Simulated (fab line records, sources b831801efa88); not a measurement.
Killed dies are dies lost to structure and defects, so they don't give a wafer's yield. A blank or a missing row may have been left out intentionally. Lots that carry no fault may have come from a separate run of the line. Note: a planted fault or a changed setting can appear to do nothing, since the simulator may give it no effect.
Comparing a struck lot with a sound one ; flow gf180mcu ; 15 steps out of a route of 602
Sound: the wafers L299.2, L299.3, L299.5. The struck wafers were L300.3, L300.5, L300.6. The cause is given at the end.
Each step with rows lists, per side, the tool, then ch with its chambers, then its first start. Under that, the readings that differ: sound wafers ; struck wafers ; difference of the means ; sigmas: that difference in standard deviations of wafers without a fault.
alike: readings with means less than 2 such deviations apart, plus words and numbers identical on both sides. not compared: withheld readings, readings lacking a value on some wafer, bounds such as >300 that could conceal the same value, and numbers that have no deviation in the record and whose values overlap.
Wherever a step has rows on one side only, a row that says differs or no value, or a row with sigmas, the two part there. When numbers do not overlap yet have no deviation, they are printed without sigmas and do not part them. Lack of a reading on every wafer of one side parts them only where that side has two or more wafers.

GF_M1_SPUTTER_04: material TiN, target thk 50 nm, time 41.7 s.
  sound: pvd sputter-01 at day 18 09:42; struck: pvd sputter-01 at day 19 02:37
  alike: throttle valve pct
GF_M1_RS_MEAS_05: measures by four-point-probe.
  sound: film metro-02 at day 18 09:46; struck: film metro-01 at day 19 02:41
  alike: M1_ALCU_RS
GF_M1_THK_MEAS_06: measures by xrf.
  sound: film metro-02 at day 18 09:52; struck: film metro-01 at day 19 02:47
  alike: M1_ALCU_THK
then, 7 steps without rows for these wafers: GF_M1_DEHYDRATE_07 (time 60 s); GF_M1_HMDS_08 (prime time 60 s); GF_M1_COAT_09 (resist thk 1000 nm); GF_M1_SOFTBAKE_10 (time 60 s); GF_M1_EXPOSE_11 (exposes mask Metal1, target cd 230 nm); GF_M1_PEB_12 (peb time 90 s); GF_M1_DEVELOP_13 (develop time 60 s).
GF_M1_CD_MEAS_14: target cd 230 nm.
  sound: cd sem-01 at day 19 10:40; struck: cd sem-01 at day 20 03:17
reading;sound;struck;difference;sigmas
cd nm (nm);233.0 231.9 231.6;228.1 228.5 227.8;-4.0;-3
GF_M1_OVL_MEAS_15:
  sound: overlay-02 at day 19 10:46; struck: overlay-01 at day 20 03:23
  alike: M1_OVL
GF_M1_METAL_ETCH_16: etches the open film in Cl2/BCl3, stops on SiO2, target depth 627.5 nm, time 104.6 s.
  sound on rie metal-03 ch 0,1, day 19 10:47; struck on rie metal-02 ch 1, day 20 03:28
reading;sound;struck;difference;sigmas
chamber pressure mTorr (mTorr);7.997 8.004 7.992;8.031 8.009 8.003;+0.017;+2
oes product au (a.u.);0.974 0.974 0.972;0.780 0.780 0.789;-0.190;-32
throttle valve pct (%);28.237 28.270 28.262;28.452 28.468 28.459;+0.203;+20
model.etch.depth nm (nm);602.3 599.1 600.1;408.9 409.2 408.1;-191.8;
model.M1.feature depth nm (nm);602.3 599.1 600.1;408.9 409.2 408.1;-191.8;
model.KrF_of_M1_COAT_09.thk nm (nm);733.2 736 735;827.6 828 825.9;+92.4;
  alike: drypump motor current A
  not compared: rf hours counter h
GF_M1_STRIP_17: strips in O2/N2.
  sound on plasma asher-02 ch 0,1, day 19 10:54; struck on plasma asher-02 ch 0,1, day 20 03:40
reading;sound;struck;difference;sigmas
oes product au (a.u.);0.558 0.561 0.555;0.592 0.598 0.598;+0.038;+9
strip time to endpoint s (s);7.85 7.89 7.86;8.77 8.77 8.75;+0.90;+24
  alike: chamber pressure mTorr, drypump motor current A, heater power w, o2 flow sccm
  not compared: rf hours counter h
then, 1 step without rows for these wafers: GF_M1_STRIP_18 (strips in post etch residue remover, time 1200 s).

== WHERE THEY PART ==
Last at GF_M1_STRIP_17 as far as this record goes, first at GF_M1_CD_MEAS_14.

WHY: the cause the simulator had injected
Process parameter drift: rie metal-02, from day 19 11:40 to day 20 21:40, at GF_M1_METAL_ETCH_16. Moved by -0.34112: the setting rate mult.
